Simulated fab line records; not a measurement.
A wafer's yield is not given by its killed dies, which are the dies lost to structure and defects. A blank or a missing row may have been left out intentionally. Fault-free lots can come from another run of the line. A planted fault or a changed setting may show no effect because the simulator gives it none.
Which tool was responsible? + flow gf180mcu + 45 wafers from 15 lots sampled at 4 of the route's 602 steps

## WHAT THE GAUGES SHOWED, per wafer
GF_M1_CD_MEAS_14 targets a cd of 230 nm.
| lot  | measured     | on        | cd_nm (nm)        |
|------|--------------|-----------|-------------------|
| L619 | day 17 10:58 | cd_sem-01 | 229.3 229.0 229.5 |
| L622 | day 18 01:47 | cd_sem-02 | 229.4 229.2 229.5 |
| L620 | day 18 03:50 | cd_sem-01 | 229.4 229.1 228.6 |
| L624 | day 19 01:17 | cd_sem-01 | 229.3 228.8 228.9 |
| L627 | day 19 16:24 | cd_sem-02 | 230.4 232.3 231.7 |
| L625 | day 19 18:37 | cd_sem-02 | 231.4 230.6 231.3 |
| L626 | day 19 19:16 | cd_sem-02 | 230.4 230.6 229.5 |
| L628 | day 20 11:42 | cd_sem-01 | 231.2 231.9 230.2 |
| L629 | day 21 01:53 | cd_sem-01 | 231.9 230.7 232.1 |
| L631 | day 21 17:02 | cd_sem-01 | 231.6 231.9 231.6 |
| L632 | day 22 05:08 | cd_sem-01 | 230.1 230.0 229.4 |
| L633 | day 22 15:25 | cd_sem-01 | 229.2 229.1 228.8 |
| L634 | day 22 16:31 | cd_sem-01 | 231.1 231.3 229.7 |
| L635 | day 23 04:23 | cd_sem-01 | 230.9 231.1 230.5 |
| L642 | day 25 01:32 | cd_sem-01 | 227.6 228.0 229.9 |

GF_V2_OVL_MEAS_15.
| lot  | measured     | on         | V2_OVL (nm) |
|------|--------------|------------|-------------|
| L619 | day 20 16:04 | overlay-02 | -1 -3 -3    |
| L622 | day 21 06:23 | overlay-01 | 7 7 4       |
| L620 | day 21 09:24 | overlay-02 | 2 10 10     |
| L624 | day 22 05:23 | overlay-02 | 5 7 4       |
| L627 | day 22 22:02 | overlay-01 | 6 10 2      |
| L625 | day 22 23:17 | overlay-02 | -1 6 1      |
| L626 | day 22 23:22 | overlay-01 | 6 4 9       |
| L628 | day 23 14:35 | overlay-01 | -7 0 -4     |
| L629 | day 24 03:34 | overlay-01 | 10 13 3     |
| L631 | day 24 18:00 | overlay-02 | 7 8 4       |
| L635 | day 26 01:41 | overlay-01 | -4 -5 2     |
| L642 | day 27 19:57 | overlay-01 | 0 3 -2      |

## EACH LOT AND THE TOOL THAT RAN IT (in order: tool; ch and the chambers of the sampled wafers; start)
| lot  | GF_V1_CMP_26                  | GF_V2_CVD_00                     |
|------|-------------------------------|----------------------------------|
| L619 | cmp-01 ch 1,2, day 18 12:48   | hdpcvd-02 ch 0,1,2, day 19 14:49 |
| L622 | cmp-01 ch 1,2, day 19 04:28   | hdpcvd-02 ch 0,1,2, day 20 05:26 |
| L620 | cmp-02 ch 1,2, day 19 06:49   | hdpcvd-01 ch 0,1,2, day 20 08:11 |
| L624 | cmp-02 ch 0,1, day 20 04:50   | hdpcvd-02 ch 0,1, day 21 05:57   |
| L627 | cmp-01 ch 2,3, day 20 19:41   | hdpcvd-02 ch 1,2, day 21 21:31   |
| L625 | cmp-02 ch 1,2,3, day 20 21:53 | hdpcvd-02 ch 0,2, day 21 23:24   |
| L626 | cmp-01 ch 0,1, day 20 22:19   | hdpcvd-01 ch 0,1, day 21 23:30   |
| L628 | cmp-02 ch 0,3, day 21 14:44   | hdpcvd-02 ch 1,2, day 22 14:51   |
| L629 | cmp-01 ch 0,2, day 22 04:35   | hdpcvd-02 ch 0,1,2, day 23 04:58 |
| L631 | cmp-02 ch 0,1,3, day 22 19:06 | hdpcvd-01 ch 0,1, day 23 18:59   |
| L632 | cmp-01 ch 0,3, day 23 06:17   | hdpcvd-01 ch 0,2, day 24 05:45   |
| L633 | cmp-02 ch 0,1,2, day 23 16:52 | hdpcvd-01 ch 0,2, day 24 15:14   |
| L634 | cmp-01 ch 0,2, day 23 17:28   | hdpcvd-02 ch 0,1,2, day 24 16:05 |
| L635 | cmp-02 ch 1,2,3, day 24 05:02 | hdpcvd-02 ch 0,1,2, day 25 03:50 |
| L642 | cmp-01 ch 0,1,2, day 26 00:49 | hdpcvd-02 ch 0,1,2, day 26 23:10 |
- GF_V1_CMP_26: polishes, stops on SiO2, t overpolish 15 s, target thk 0 nm.
- GF_V2_CVD_00: deposits SiO2, target thk 600 nm, time 100 s.

## WHAT THE TOOLS THEMSELVES READ (means of the sampled wafers that have a number; where no wafer has one, the mark that the record gives instead)
GF_V1_CMP_26.
| lot  | tool   | motor_current_A (A) | overpolish_run_s (s) | platen_rpm (rpm) | slurry_filter_dp_kPa (kPa) | time_to_endpoint_s (s) |
|------|--------|---------------------|----------------------|------------------|----------------------------|------------------------|
| L619 | cmp-01 | 11.4                | 14.992               | 60.00            | 13.52                      | 85                     |
| L622 | cmp-01 | 11.2                | 15.003               | 60.03            | 13.57                      | 83                     |
| L620 | cmp-02 | 10.9                | 14.992               | 60.00            | 13.38                      | 90                     |
| L624 | cmp-02 | 11.5                | 14.997               | 60.04            | 13.51                      | 93                     |
| L627 | cmp-01 | 11.5                | 14.985               | 60.02            | 13.60                      | 81                     |
| L625 | cmp-02 | 12.2                | 15.006               | 60.01            | 13.46                      | 91                     |
| L626 | cmp-01 | 11.4                | 15.005               | 60.02            | 13.58                      | 87                     |
| L628 | cmp-02 | 13.3                | 15.006               | 60.01            | 13.48                      | 92                     |
| L629 | cmp-01 | 10.5                | 15.000               | 60.03            | 13.52                      | 81                     |
| L631 | cmp-02 | 12.1                | 14.994               | 60.01            | 13.62                      | 86                     |
| L632 | cmp-01 | 11.6                | 15.004               | 60.00            | 13.42                      | 82                     |
| L633 | cmp-02 | 12.2                | 14.998               | 60.01            | 13.52                      | 86                     |
| L634 | cmp-01 | 11.4                | 15.003               | 59.99            | 13.65                      | 82                     |
| L635 | cmp-02 | 12.3                | 14.996               | 60.02            | 13.29                      | 84                     |
| L642 | cmp-01 | 11.5                | 15.001               | 59.99            | 13.47                      | 81                     |

GF_V2_CVD_00.
| lot  | tool      | pressure_mtorr (mTorr) | run_length_s (s) |
|------|-----------|------------------------|------------------|
| L619 | hdpcvd-02 | 6.001                  | 127.7            |
| L622 | hdpcvd-02 | 5.997                  | 127.7            |
| L620 | hdpcvd-01 | 5.993                  | 127.7            |
| L624 | hdpcvd-02 | 6.008                  | 127.4            |
| L627 | hdpcvd-02 | 5.997                  | 128.0            |
| L625 | hdpcvd-02 | 5.989                  | 128.1            |
| L626 | hdpcvd-01 | 6.010                  | 127.3            |
| L628 | hdpcvd-02 | 5.998                  | 127.7            |
| L629 | hdpcvd-02 | 6.001                  | 127.7            |
| L631 | hdpcvd-01 | 6.004                  | 127.6            |
| L632 | hdpcvd-01 | -                      | -                |
| L633 | hdpcvd-01 | -                      | -                |
| L634 | hdpcvd-02 | -                      | -                |
| L635 | hdpcvd-02 | 5.991                  | 127.6            |
| L642 | hdpcvd-02 | 6.006                  | 127.7            |

## THE ANSWER, worked out from the rows above alone
Rule: what is usual is taken from the lots themselves. Put in order of their means at a reading, lots are off if they are a third of the lots or fewer, leave a main group of 4 or more, and stand apart from it by a gap of 3 or more times the standard deviation of the main group's means; of several such gaps the widest counts. Not used: any main group whose means are identical at the precision the tables above print for the reading. Also off: a lot with no number at a reading for which 4 or more lots have one. All remaining lots with rows at the step are treated as sound. The gauges are gone through in route order, then the tools' own readings, and for those a lot's mean is taken as printed above. At the first step where some lot is off, the reading lying furthest off is the one used; lots without a number count as furthest.
Off at GF_V2_CVD_00 (pressure_mtorr): L632, L633, L634. Without a number there: L632, L633, L634. The main group has a mean of 6.000 mTorr with a standard deviation of 0.0064.
If a tool, at that step or one of the process steps before it, ran each lot that is off and ran no sound lot following the first of them, it fits. Of those tried, none fits.

## WHAT THE SIMULATOR PUT IN
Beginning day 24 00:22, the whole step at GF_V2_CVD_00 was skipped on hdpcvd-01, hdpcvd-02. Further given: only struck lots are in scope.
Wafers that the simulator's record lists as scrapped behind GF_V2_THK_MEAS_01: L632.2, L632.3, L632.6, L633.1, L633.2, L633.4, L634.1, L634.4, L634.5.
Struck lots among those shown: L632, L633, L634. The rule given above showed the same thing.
